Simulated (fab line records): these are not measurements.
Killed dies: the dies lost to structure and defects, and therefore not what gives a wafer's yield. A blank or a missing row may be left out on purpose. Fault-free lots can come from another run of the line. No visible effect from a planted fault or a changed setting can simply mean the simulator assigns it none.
fab line records    flow sky130
record lots=6  wafers=18  lastDay=50
route steps=708 shown VIA3@575 PAD_OPEN@708
lots untouched by any fault: they come from a run of this same line in which no faults occurred
startH: the number of hours between the record's first day and the start of the first shown wafer of the lot    waitH: how many hours have passed since the lot's step before this one    " unchanged from the row above    L1.1+2: a single row standing in for several wafers    - no value present, or no start provided    * or withheld: withheld    < > ~ a bound
route shown NAME@n: NAME is a module with steps in the file, n the number in the route of the first one    usual: mean and standard deviation over wafers with no fault    same: alike in all rows    chamber/n: place in a boat    sites: the reading at each site    _std_site: standard deviation across them    _edge_site: the outer-site mean with the inner-site mean subtracted    radiusMm: for every site, how far away it sits from the centre of the wafer    mask NAME#n: copy n    behind: the last tool/chamber to shape the wafer    hold: what put the lot on hold/how long, in hours/how the hold closed    device: names the non-switching transistor (n, p or np)    end of line: tests of these same wafers at the route's end    a step given without rows: its recipe and nothing more    killed: not the wafer's yield, but the dies lost to structure and defects at the first sort    map: per-die view of a wafer (x killed, . not killed, _ where there is no die)
set.NAME: the run value of the setting; set.NAME@STEP: its run value at that earlier step    model.NAME: the simulator's own value behind a step, which no gauge read
certain route steps with their lots: each step a table, each wafer a row
services: the hour from which a tool's chamber was out of use, counted from the record's first day as startH (under 0 if before that day), plus the number of hours and why
## steps
# step SKY_VIA3_CMP_02
# recipe material=SiO2  downForcePsi=4  platenRpm=60  padVelocityMS=0.94248
# usual motorCurrentA=12.3/0.91  slurryFilterDpKPa=13.49/0.14  slurryFlowMlMin=150.1/0.47
lot.wafer  tool    chamber  startH   waitH  motorCurrentA  slurryFilterDpKPa  slurryFlowMlMin
L255.4     cmp-02  3        911.05   0.0    10.8           13.66              150.2
L255.1     "       0        "        "      12.2           13.52              150.8
L255.6     "       0        "        "      12.3           13.54              150.4
L262.2     cmp-01  0        958.61   0.2    11.9           13.48              150.2
L262.5     "       1        "        "      13.0           13.40              150.5
L262.6     "       2        "        "      12.7           13.72              150.8
L266.3     cmp-01  0        994.36   0.3    12.4           13.59              149.2
L266.2     "       2        "        "      12.6           13.69              150.7
L266.6     "       1        "        "      11.8           13.18              150.3
L267.1     cmp-02  1        999.87   0.1    13.8           13.42              150.3
L267.4     "       2        "        "      11.5           13.41              150.0
L267.5     "       1        "        "      14.4           13.49              149.3
L270.2     cmp-01  0        1023.72  0.0    12.2           13.43              149.7
L270.6     "       0        "        "      11.6           13.52              151.1
L270.5     "       1        "        "      11.4           13.71              150.7
L275.4     cmp-02  3        1065.06  0.1    10.9           13.22              150.6
L275.2     "       0        "        "      12.7           13.45              149.4
L275.5     "       3        "        "      11.1           13.53              150.0
# step SKY_VIA3_BOW_MEAS_03
# recipe mode=bow
# usual VIA3_BOW=80/7.9
lot.wafer  tool          chamber  startH   waitH  VIA3_BOW[um]
L255.1     filmMetro-02  -        911.35   0.2    82
L255.4     "             -        "        "      78
L255.6     "             -        "        "      68
L262.2     filmMetro-04  -        958.78   0.1    82
L262.5     "             -        "        "      74
L262.6     "             -        "        "      93
L266.2     filmMetro-04  -        994.68   0.2    90
L266.3     "             -        "        "      79
L266.6     "             -        "        "      79
L267.1     filmMetro-01  -        1000.17  0.2    72
L267.4     "             -        "        "      83
L267.5     "             -        "        "      80
L270.2     filmMetro-01  -        1024.04  0.3    84
L270.5     "             -        "        "      75
L270.6     "             -        "        "      75
L275.2     filmMetro-04  -        1065.33  0.2    88
L275.4     "             -        "        "      88
L275.5     "             -        "        "      81
# step SKY_VIA3_DEHYDRATE_04
# recipe tempC=200  timeS=60
# step SKY_VIA3_HMDS_05
# recipe primeTimeS=60  primeTempC=120
# step SKY_VIA3_COAT_06
# recipe resist=BARC  tempC=withheld  timeS=withheld  spinRpm=3000  resistThkNm=60
# step SKY_VIA3_COAT_07
# recipe resist=KrF-thick  spinRpm=3000  resistThkNm=450
# step SKY_VIA3_SOFTBAKE_08
# recipe tempC=100  timeS=90  resist=KrF-thick
# step SKY_VIA3_EXPOSE_09
# recipe maskId=VIM3  na=0.8  sourceShape=annular  sigmaInner=0.55  sigmaOuter=0.85  targetCdNm=200  doseMj=38
# step SKY_VIA3_PEB_10
# recipe pebTempC=withheld  pebTimeS=withheld  resist=KrF-thick
# step SKY_VIA3_DEVELOP_11
# recipe developTimeS=60  resist=KrF-thick  devTempC=21
# step SKY_VIA3_CD_MEAS_12
# recipe targetCdNm=200
# usual cdNm=200.1/1.2
lot.wafer  tool      chamber  startH   waitH  cdNm
L255.1     cdSem-01  -        936.14   -      200.6
L255.4     "         -        "        "      199.8
L255.6     "         -        "        "      200.6
L262.2     cdSem-01  -        982.68   -      199.6
L262.5     "         -        "        "      200.2
L262.6     "         -        "        "      201.4
L266.2     cdSem-01  -        1018.18  -      197.9
L266.3     "         -        "        "      197.2
L266.6     "         -        "        "      198.3
L267.1     cdSem-02  -        1023.56  -      199.5
L267.4     "         -        "        "      199.4
L267.5     "         -        "        "      199.1
L270.2     cdSem-02  -        1046.28  -      201.2
L270.5     "         -        "        "      199.9
L270.6     "         -        "        "      201.3
L275.2     cdSem-02  -        1085.93  -      199.3
L275.4     "         -        "        "      199.5
L275.5     "         -        "        "      200.3
# step SKY_VIA3_OVL_MEAS_13
# usual VIA3_OVL=0/5.3
lot.wafer  tool        chamber  startH   waitH  VIA3_OVL[nm]
L255.1     overlay-01  -        936.26   0.1    9
L255.4     "           -        "        "      8
L255.6     "           -        "        "      9
L262.2     overlay-02  -        982.79   0.1    14
L262.5     "           -        "        "      9
L262.6     "           -        "        "      3
L266.2     overlay-01  -        1018.29  0.1    -10
L266.3     "           -        "        "      -4
L266.6     "           -        "        "      -9
L267.1     overlay-01  -        1023.68  0.1    4
L267.4     "           -        "        "      7
L267.5     "           -        "        "      5
L270.2     overlay-01  -        1046.39  0.1    4
L270.5     "           -        "        "      7
L270.6     "           -        "        "      -2
L275.2     overlay-02  -        1086.04  0.1    -2
L275.4     "           -        "        "      -2
L275.5     "           -        "        "      -2
# step SKY_VIA3_ETCH_14
# recipe chemistry=N2/H2  target=BARC  ionEnergyEv=200  sourceW=500  biasW=100  pressureMtorr=30  n2FlowSccm=100  h2FlowSccm=200  stopOn=SiO2  timeS=45.9  targetDepthA=600
# usual chamberPressureMTorr=30.002/0.024  drypumpMotorCurrentA=5.7/0.48  oesProductAu=0.854/0.0046  throttleValvePct=13.224/0.0094
# same timeS=45.9
lot.wafer  tool        chamber  startH   waitH  chamberPressureMTorr  drypumpMotorCurrentA  oesProductAu  rfHoursCounterH  throttleValvePct
L255.1     rieDiel-01  0        936.29   0.0    30.035                4.9                   0.852         5                13.229
L255.4     "           3        "        "      29.987                6.5                   0.859         18               13.238
L255.6     "           1        "        "      29.989                5.9                   0.858         -                13.233
L262.2     rieDiel-03  3        982.82   0.0    29.999                6.1                   0.854         13               13.230
L262.5     "           3        "        "      29.951                6.1                   0.847         -                13.215
L262.6     "           2        "        "      29.987                5.8                   0.851         -                13.232
L266.2     rieDiel-03  3        1018.32  0.0    30.015                6.0                   0.844         14               13.232
L266.3     "           2        "        "      29.969                5.8                   0.855         19               13.217
L266.6     "           1        "        "      29.966                5.6                   0.854         -                13.235
L267.1     rieDiel-01  3        1023.72  0.0    23.981                6.6                   0.858         21               13.214
L267.4     "           0        "        "      30.031                4.9                   0.859         8                13.227
L267.5     "           3        "        "      23.991                6.6                   0.852         -                13.215
L270.2     rieDiel-01  1        1046.42  0.0    29.926                5.9                   0.855         13               13.222
L270.5     "           3        "        "      23.991                6.6                   0.846         -                13.211
L270.6     "           0        "        "      29.967                4.9                   0.851         -                13.229
L275.2     rieDiel-02  2        1086.07  0.0    29.976                5.2                   0.846         15               13.231
L275.4     "           3        "        "      30.011                5.9                   0.859         18               13.234
L275.5     "           0        "        "      30.000                6.0                   0.857         -                13.221
# step SKY_VIA3_ETCH_15
# recipe target=SiO2  chemistry=C4F8/O2/Ar  targetDepthNm=507  stopOn=TiN  maskMaterial=KrF-thick  sourceW=1500  biasW=1200  pressureMtorr=40  c4f8FlowSccm=withheld  O2_flow_sccm=6  Ar_flow_sccm=300  timeS=78
# usual chamberPressureMTorr=40.00/0.036  oesProductAu=0.946/0.0049
# same timeS=78
lot.wafer  tool        chamber  startH   waitH  chamberPressureMTorr  oesProductAu  rfHoursCounterH
L255.1     rieDiel-01  0        936.33   0.0    39.95                 0.939         5
L255.4     "           3        "        "      39.98                 0.947         18
L255.6     "           1        "        "      40.05                 0.949         -
L262.2     rieDiel-03  3        982.86   0.0    39.92                 0.937         13
L262.5     "           3        "        "      40.00                 0.944         -
L262.6     "           2        "        "      40.01                 0.940         -
L266.2     rieDiel-03  3        1018.36  0.0    39.98                 0.942         14
L266.3     "           2        "        "      40.02                 0.939         19
L266.6     "           1        "        "      39.97                 0.942         -
L267.1     rieDiel-01  3        1023.76  0.0    39.97                 0.947         21
L267.4     "           0        "        "      39.98                 0.949         8
L267.5     "           3        "        "      40.03                 0.945         -
L270.2     rieDiel-01  1        1046.46  0.0    40.02                 0.948         13
L270.5     "           3        "        "      40.02                 0.941         -
L270.6     "           0        "        "      39.91                 0.956         -
L275.2     rieDiel-02  2        1086.11  0.0    39.96                 0.955         15
L275.4     "           3        "        "      39.96                 0.949         18
L275.5     "           0        "        "      40.09                 0.949         -
# step SKY_PAD_OPEN_PROBE_99
# usual defectLimitedYield=82.4/2  killed_at_M0_to_M3=44/6.5  killed_at_M4_up=3.3/1.7  killedAtContacts=25/5.3  killedAtFrontEnd=15/5  killedAtOther=0.2/0.47  killedDies=87/9.9  killedOnRim=17/3.8  killedOpen=47/8  killedShort=39/6.1  sort_bin_3_pad_short=0.9/0.43  sort_bin_5_function=10.4/1.5  sort_bin_6_memory=6.2/1.2  sortNPass=405/9.9  sortYieldPct=82.4/2
# same grossDies=492  killedAtBackSide=0  sort_bin_4_leakage[%]=0  sort_bin_8_speed[%]=0
lot.wafer  tool       chamber  startH   waitH  defectLimitedYield[%]  killed_at_M0_to_M3  killed_at_M4_up  killedAtContacts  killedAtFrontEnd  killedAtOther  killedDies  killedOnRim  killedOpen  killedShort  sort_bin_3_pad_short[%]  sort_bin_5_function[%]  sort_bin_6_memory[%]  sortNPass  sortYieldPct[%]
L255.1     prober-02  -        1081.78  0.1    86.4                   36                  1                19                11                0              67          15           39          28           0.8                      9.3                     3.5                   425        86.4
L255.4     prober-02  -        1081.93  0.2    82.7                   39                  4                27                15                0              85          17           46          39           1.2                      10.6                    5.5                   407        82.7
L255.6     prober-02  -        1082.03  0.2    83.3                   31                  2                29                20                0              82          19           38          44           0.6                      8.7                     7.3                   410        83.3
L262.2     prober-01  -        1123.43  0.1    80.7                   46                  3                26                20                0              95          18           52          43           1.0                      11.4                    6.9                   397        80.7
L262.5     prober-01  -        1123.58  0.2    82.1                   45                  4                26                13                0              88          9            47          41           0.4                      10.8                    6.7                   404        82.1
L262.6     prober-01  -        1123.63  0.2    84.3                   43                  2                19                13                0              77          20           48          29           1.2                      9.3                     5.1                   415        84.3
L266.2     prober-01  -        1151.27  0.1    86.0                   30                  3                18                18                0              69          17           29          40           0.4                      7.3                     6.3                   423        86.0
L266.3     prober-01  -        1151.32  0.2    85.8                   42                  5                10                13                0              70          14           35          35           1.2                      8.1                     4.9                   422        85.8
L266.6     prober-01  -        1151.47  0.2    80.5                   53                  1                19                23                0              96          23           53          43           1.6                      10.6                    7.3                   396        80.5
L267.1     prober-02  -        1154.23  0.1    82.9                   41                  2                28                13                0              84          13           34          50           1.0                      9.1                     6.9                   408        82.9
L267.4     prober-02  -        1154.38  0.2    80.3                   49                  4                24                20                0              97          23           54          43           1.6                      11.4                    6.7                   395        80.3
L267.5     prober-02  -        1154.43  0.2    82.7                   48                  2                29                6                 0              85          13           45          40           1.0                      10.4                    5.9                   407        82.7
L270.2     prober-02  -        1173.70  0.1    84.6                   41                  4                16                15                0              76          13           42          34           0.8                      8.7                     5.9                   416        84.6
L270.5     prober-02  -        1173.85  0.2    81.1                   43                  6                21                23                0              93          19           52          41           1.0                      12.0                    5.9                   399        81.1
L270.6     prober-02  -        1173.90  0.2    85.2                   43                  3                21                4                 2              73          19           45          28           0.4                      7.7                     6.7                   419        85.2
L275.2     prober-01  -        1202.18  0.1    84.3                   33                  5                22                17                0              77          19           40          37           0                        10.0                    5.7                   415        84.3
L275.4     prober-01  -        1202.28  0.2    85.2                   38                  0                23                12                0              73          7            35          38           1.8                      7.7                     5.3                   419        85.2
L275.5     prober-01  -        1202.33  0.2    81.7                   48                  1                23                18                0              90          16           52          38           0.4                      12.4                    5.5                   402        81.7
# killed by level:class
L255.1 VIA1:geometricParticle:open=11 LI_CONTACT:geometricParticle:open=8 CONTACT:geometricParticle:open=7 VIA1:geometricParticle:short=6 METAL1:geometricParticle:short=5 FIELD_ISO:geometricParticle:open=4 VIA2:geometricParticle:open=4 FIELD_ISO:geometricParticle:short=3
L255.4 VIA1:geometricParticle:open=10 LI_CONTACT:geometricParticle:open=9 CONTACT:geometricParticle:open=7 METAL1:geometricParticle:short=7 FIELD_ISO:geometricParticle:open=6 CONTACT:geometricParticle:short=5 FIELD_ISO:geometricParticle:short=4 METAL4:geometricParticle:short=4
L255.6 CONTACT:geometricParticle:open=12 FIELD_ISO:geometricParticle:short=7 METAL2:geometricParticle:short=7 LI_CONTACT:geometricParticle:short=6 CONTACT:geometricParticle:short=6 FIELD_ISO:geometricParticle:open=5 METAL2:geometricParticle:open=4 METAL3:geometricParticle:short=4
L262.2 CONTACT:geometricParticle:short=9 VIA1:geometricParticle:open=9 POLY_GATE:geometricParticle:open=8 CONTACT:geometricParticle:open=8 VIA3:geometricParticle:open=7 METAL1:geometricParticle:short=7 METAL2:geometricParticle:short=7 LI_CONTACT:geometricParticle:open=6
L262.5 METAL1:geometricParticle:short=11 CONTACT:geometricParticle:open=11 VIA1:geometricParticle:open=6 VIA2:geometricParticle:open=6 LI_CONTACT:geometricParticle:open=5 VIA3:geometricParticle:open=5 VIA2:geometricParticle:short=4 POLY_GATE:geometricParticle:short=3
L262.6 VIA2:geometricParticle:open=10 VIA1:geometricParticle:open=9 VIA3:geometricParticle:open=8 CONTACT:geometricParticle:open=7 LI_CONTACT:geometricParticle:open=6 METAL1:geometricParticle:short=5 METAL2:geometricParticle:short=4 FIELD_ISO:geometricParticle:open=3
L266.2 CONTACT:geometricParticle:open=8 VIA1:geometricParticle:open=7 METAL1:geometricParticle:short=6 VIA3:geometricParticle:short=5 FIELD_ISO:geometricParticle:short=4 POLY_GATE:geometricParticle:short=4 POLY_GATE:geometricParticle:open=4 LOCAL_INTERCONNECT:geometricParticle:short=4
L266.3 VIA1:geometricParticle:open=11 METAL1:geometricParticle:short=6 METAL2:geometricParticle:short=4 VIA2:geometricParticle:open=4 VIA3:geometricParticle:short=4 METAL4:geometricParticle:short=4 FIELD_ISO:geometricParticle:open=3 FIELD_ISO:geometricParticle:short=3
L266.6 METAL1:geometricParticle:short=10 CONTACT:geometricParticle:open=9 VIA1:geometricParticle:open=9 VIA2:geometricParticle:open=8 FIELD_ISO:geometricParticle:short=7 POLY_GATE:geometricParticle:open=7 VIA1:geometricParticle:short=7 CONTACT:geometricParticle:short=5
L267.1 METAL1:geometricParticle:short=12 LI_CONTACT:geometricParticle:open=10 CONTACT:geometricParticle:open=9 VIA1:geometricParticle:open=7 FIELD_ISO:geometricParticle:short=5 POLY_GATE:geometricParticle:short=5 CONTACT:geometricParticle:short=5 VIA1:geometricParticle:short=5
L267.4 VIA1:geometricParticle:open=10 CONTACT:geometricParticle:open=9 VIA3:geometricParticle:open=9 VIA1:geometricParticle:short=8 METAL2:geometricParticle:short=6 FIELD_ISO:geometricParticle:open=5 LOCAL_INTERCONNECT:geometricParticle:short=5 FIELD_ISO:geometricParticle:short=4
L267.5 VIA1:geometricParticle:open=16 LI_CONTACT:geometricParticle:open=8 CONTACT:geometricParticle:open=7 METAL2:geometricParticle:short=6 VIA2:geometricParticle:open=6 LOCAL_INTERCONNECT:geometricParticle:short=5 CONTACT:geometricParticle:short=5 LI_CONTACT:geometricParticle:short=4
L270.2 VIA1:geometricParticle:open=12 METAL1:geometricParticle:short=9 FIELD_ISO:geometricParticle:open=7 VIA2:geometricParticle:open=7 CONTACT:geometricParticle:open=5 FIELD_ISO:geometricParticle:short=3 LI_CONTACT:geometricParticle:open=3 LOCAL_INTERCONNECT:geometricParticle:short=3
L270.5 CONTACT:geometricParticle:open=11 VIA1:geometricParticle:open=9 VIA3:geometricParticle:open=7 FIELD_ISO:geometricParticle:open=6 POLY_GATE:geometricParticle:short=6 METAL2:geometricParticle:short=6 FIELD_ISO:geometricParticle:short=5 POLY_GATE:geometricParticle:open=4
L270.6 VIA1:geometricParticle:open=10 VIA2:geometricParticle:open=8 CONTACT:geometricParticle:open=7 VIA3:geometricParticle:open=5 LI_CONTACT:geometricParticle:open=5 LOCAL_INTERCONNECT:geometricParticle:short=5 METAL1:geometricParticle:open=4 METAL1:geometricParticle:short=4
L275.2 LI_CONTACT:geometricParticle:open=9 VIA2:geometricParticle:open=8 FIELD_ISO:geometricParticle:open=5 VIA3:geometricParticle:open=5 METAL2:geometricParticle:short=5 CONTACT:geometricParticle:open=5 VIA1:geometricParticle:short=5 METAL4:geometricParticle:short=5
L275.4 CONTACT:geometricParticle:open=11 VIA1:geometricParticle:open=7 VIA2:geometricParticle:open=5 METAL3:geometricParticle:short=5 CONTACT:geometricParticle:short=5 VIA1:geometricParticle:short=5 METAL2:geometricParticle:short=5 FIELD_ISO:geometricParticle:short=4
L275.5 VIA1:geometricParticle:open=12 FIELD_ISO:geometricParticle:open=9 VIA2:geometricParticle:short=9 LI_CONTACT:geometricParticle:open=7 VIA2:geometricParticle:open=7 CONTACT:geometricParticle:open=6 VIA3:geometricParticle:open=6 CONTACT:geometricParticle:short=5
## services
tool        chamber  startH   hours  kind
cmp-01      -        900.88   0.4    repair
rieDiel-01  0        901.89   1.3    repair
rieDiel-03  2        907.64   9.7    repair
cmp-02      -        909.04   2.0    repair
cmp-01      -        912.00   4.0    pm
cmp-01      -        916.00   -      consumableReplace:conditioner
rieDiel-01  1        917.03   2.5    repair
cmp-01      -        936.08   2.0    repair
cmp-02      -        936.36   2.5    repair
rieDiel-02  2        939.54   6.5    repair
cmp-02      -        963.30   0.8    repair
rieDiel-02  2        970.29   10.5   repair
cmp-01      -        974.10   1.0    repair
rieDiel-01  2        979.89   3.0    repair
cmp-01      -        983.39   4.4    pm
rieDiel-02  0        986.08   10.7   repair
cmp-02      -        990.35   3.3    repair
cmp-02      -        993.98   5.1    pm
rieDiel-02  0        1009.67  21.2   repair
rieDiel-02  2        1012.58  4.7    repair
rieDiel-03  -        1022.76  0.2    repair
rieDiel-01  1        1025.76  5.8    repair
rieDiel-03  1        1035.06  9.0    repair
cmp-02      -        1084.39  4.0    pm
## key
firstSign step=SKY_VIA3_ETCH_14  reading=chamberPressureMTorr  direction=down  sigmas=99+  usual=30.002  struck=23.988
effect none on later readings
metAt SKY_VIA3_ETCH_14
struckWafers L267.1,L267.5,L270.5
onsetBetween 936.29 1023.72
fault kind=processParameterDrift  tool=rieDiel-01  chamber=3  onsetH=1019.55  steps=SKY_VIA3_ETCH_14  channel=pressureMtorr  offset=-6  shape=step  endH=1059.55  actsIn=theseRecipesOnly  stated=30
